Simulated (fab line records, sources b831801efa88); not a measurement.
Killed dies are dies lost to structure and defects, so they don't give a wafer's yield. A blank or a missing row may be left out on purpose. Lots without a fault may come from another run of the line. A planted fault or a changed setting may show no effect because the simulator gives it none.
Which tool did it? | flow gf180mcu | 14 lots, 42 wafers sampled, at 4 steps of a route of 602

WHAT THE GAUGES READ, wafer by wafer
GF_DNWELL_TW_MEAS_09.
lot  | measured    | on            | DNWELL_TW
L492 | day 3 00:42 | film_metro-03 | 1371 1376 1368
L493 | day 3 05:58 | film_metro-01 | 30 30 30
L494 | day 3 10:27 | film_metro-03 | 31 31 31
L499 | day 4 14:00 | film_metro-01 | 1333 1325 1330
L503 | day 5 11:06 | film_metro-04 | 1343 1331 1337
L505 | day 5 22:07 | film_metro-04 | 1332 1337 1342
L506 | day 6 03:36 | film_metro-01 | 1316 1314 1308
L508 | day 6 14:46 | film_metro-04 | 1338 1336 1344
L509 | day 6 21:12 | film_metro-01 | 1327 1321 1333
L510 | day 7 01:05 | film_metro-04 | 1348 1349 1346
L511 | day 7 04:33 | film_metro-04 | 1350 1352 1352
L512 | day 7 09:11 | film_metro-03 | 1367 1373 1371
L513 | day 7 18:11 | film_metro-03 | 1355 1366 1357
L514 | day 7 21:51 | film_metro-01 | 1332 1335 1333

WHICH TOOL RAN EACH LOT (tool, then ch and the chambers of the sampled wafers, then the start)
lot  | GF_STI_ETCH_14                  | GF_STI_CMP_25                | GF_DNWELL_DEVELOP_06
L492 | rie_si-01 ch 0,1,3, day 2 06:33 | cmp-02 ch 0,1,3, day 2 09:20 | litho_track-04 ch 0, day 3 00:00
L493 | rie_si-01 ch 0,1,2, day 2 12:54 | cmp-01 ch 0,1,2, day 2 15:19 | litho_track-01, day 3 05:00
L494 | rie_si-02 ch 0,1,2, day 2 16:42 | cmp-01 ch 0,1,3, day 2 18:55 | litho_track-03, day 3 10:00
L499 | rie_si-02 ch 0,1,3, day 3 19:41 | cmp-02 ch 2,3, day 3 22:01   | litho_track-03 ch 0, day 4 13:00
L503 | rie_si-02 ch 0,2, day 4 15:12   | cmp-02 ch 0,1, day 4 17:52   | litho_track-03 ch 0, day 5 10:00
L505 | rie_si-01 ch 0,1,3, day 5 02:05 | cmp-01 ch 1,3, day 5 04:41   | litho_track-03 ch 0, day 5 21:00
L506 | rie_si-02 ch 0,1, day 5 08:23   | cmp-02 ch 0,2, day 5 10:17   | litho_track-03 ch 0, day 6 03:00
L508 | rie_si-01 ch 0,1,3, day 5 19:30 | cmp-01 ch 0,1,2, day 5 22:03 | litho_track-03 ch 0, day 6 14:00
L509 | rie_si-02 ch 0,1,3, day 6 00:03 | cmp-02 ch 0,1,2, day 6 02:42 | litho_track-01 ch 0, day 6 20:00
L510 | rie_si-01 ch 0,1, day 6 04:30   | cmp-01 ch 1,2,3, day 6 07:02 | litho_track-04 ch 0, day 7 00:00
L511 | rie_si-02 ch 0,1, day 6 08:18   | cmp-01 ch 0,2,3, day 6 10:11 | litho_track-03 ch 0, day 7 04:00
L512 | rie_si-01 ch 2,3, day 6 13:18   | cmp-01 ch 1,2, day 6 15:11   | litho_track-04 ch 0, day 7 08:00
L513 | rie_si-02 ch 0,2, day 6 21:47   | cmp-02 ch 0,3, day 6 23:38   | litho_track-04 ch 0, day 7 17:00
L514 | rie_si-01 ch 0,2,3, day 7 00:51 | cmp-01 ch 1,3, day 7 03:15   | litho_track-01 ch 0, day 7 21:00
- GF_STI_ETCH_14: etches Si in HBr/Cl2/O2, target depth 360 nm, time 102.9 s.
- GF_STI_CMP_25: polishes, stops on Si3N4, t overpolish 33 s, target thk 524.6 nm.
- GF_DNWELL_DEVELOP_06: develop time 60 s.

WHAT THE TOOLS THEMSELVES READ (means of the sampled wafers that have a number; where no wafer has one, the mark that the record gives instead)
GF_STI_ETCH_14.
lot  | tool      | bias_w (W) | drypump_motor_current_A (A) | oes_product_au (a.u.) | throttle_valve_pct (%)
L492 | rie_si-01 | 147.7      | 6.0                         | 0.997                 | 25.667
L493 | rie_si-01 | 147.4      | 5.9                         | 1.004                 | 25.666
L494 | rie_si-02 | 147.4      | 5.4                         | 1.016                 | 25.641
L499 | rie_si-02 | 147.9      | 5.4                         | 1.000                 | 25.665
L503 | rie_si-02 | 147.7      | 5.6                         | 1.010                 | 25.647
L505 | rie_si-01 | 147.1      | 6.0                         | 0.995                 | 25.658
L506 | rie_si-02 | 147.6      | 5.1                         | 1.000                 | 25.651
L508 | rie_si-01 | 147.0      | 5.9                         | 0.989                 | 25.657
L509 | rie_si-02 | 147.3      | 5.4                         | 1.001                 | 25.659
L510 | rie_si-01 | 148.3      | 5.7                         | 0.994                 | 25.669
L511 | rie_si-02 | 147.7      | 5.1                         | 1.009                 | 25.645
L512 | rie_si-01 | 147.5      | 5.9                         | 0.998                 | 25.658
L513 | rie_si-02 | 147.2      | 5.6                         | 1.004                 | 25.656
L514 | rie_si-01 | 147.6      | 5.7                         | 1.000                 | 25.659

GF_STI_CMP_25.
lot  | tool   | motor_current_A (A) | overpolish_run_s (s) | time_to_endpoint_s (s)
L492 | cmp-02 | 12.9                | 33.006               | 122
L493 | cmp-01 | 11.8                | 32.995               | 125
L494 | cmp-01 | 12.7                | 33.015               | 121
L499 | cmp-02 | 13.4                | 32.995               | 130
L503 | cmp-02 | 13.3                | 33.004               | 129
L505 | cmp-01 | 13.6                | 32.993               | 127
L506 | cmp-02 | 13.2                | 33.000               | 132
L508 | cmp-01 | 11.9                | 33.001               | 128
L509 | cmp-02 | 12.7                | 33.008               | 136
L510 | cmp-01 | 12.4                | 32.999               | 129
L511 | cmp-01 | 12.9                | 33.003               | 129
L512 | cmp-01 | 11.7                | 32.992               | 124
L513 | cmp-02 | 12.9                | 32.995               | 128
L514 | cmp-01 | 13.4                | 32.997               | 130

GF_DNWELL_DEVELOP_06.
lot  | tool           | chill_plate_temp_C (C)
L492 | litho_track-04 | 23.01
L493 | litho_track-01 | -
L494 | litho_track-03 | -
L499 | litho_track-03 | 22.95
L503 | litho_track-03 | 23.10
L505 | litho_track-03 | 23.01
L506 | litho_track-03 | 22.98
L508 | litho_track-03 | 23.02
L509 | litho_track-01 | 23.10
L510 | litho_track-04 | 23.02
L511 | litho_track-03 | 23.14
L512 | litho_track-04 | 22.90
L513 | litho_track-04 | 23.10
L514 | litho_track-01 | 23.14

THE ANSWER, worked out from the rows above alone
Rule: what is usual is taken from the lots themselves. Put in order of their means at a reading, lots are off if they are a third of the lots or fewer, leave a main group of 4 or more, and stand apart from it by a gap of 3 or more times the standard deviation of the main group's means; of several such gaps the widest counts. A main group whose means are all the same, to the digits that the tables above print for the reading, isn't used. A lot without any number at a reading at which 4 lots or more have one is off too. The other lots that the step has rows for count as sound. The gauges are gone through in route order, then the tools' own readings, and for those a lot's mean is taken as printed above. The first step at which some lot is off is used, and at that step the reading that is off furthest; a lot without a number counts as furthest.
Off: L493, L494, at GF_DNWELL_TW_MEAS_09 (DNWELL_TW). The main group: mean 1343, standard deviation 17.
A tool fits if, at a process step before that reading, it ran every lot that is off, and no sound lot after the first of them. The gauges at GF_DNWELL_TW_MEAS_09 aren't tried: what is off there is off at GF_DNWELL_DEVELOP_06 too, on other tools, and a gauge's error can't cause that. None of those tried fits.

WHAT THE SIMULATOR HAD PUT IN
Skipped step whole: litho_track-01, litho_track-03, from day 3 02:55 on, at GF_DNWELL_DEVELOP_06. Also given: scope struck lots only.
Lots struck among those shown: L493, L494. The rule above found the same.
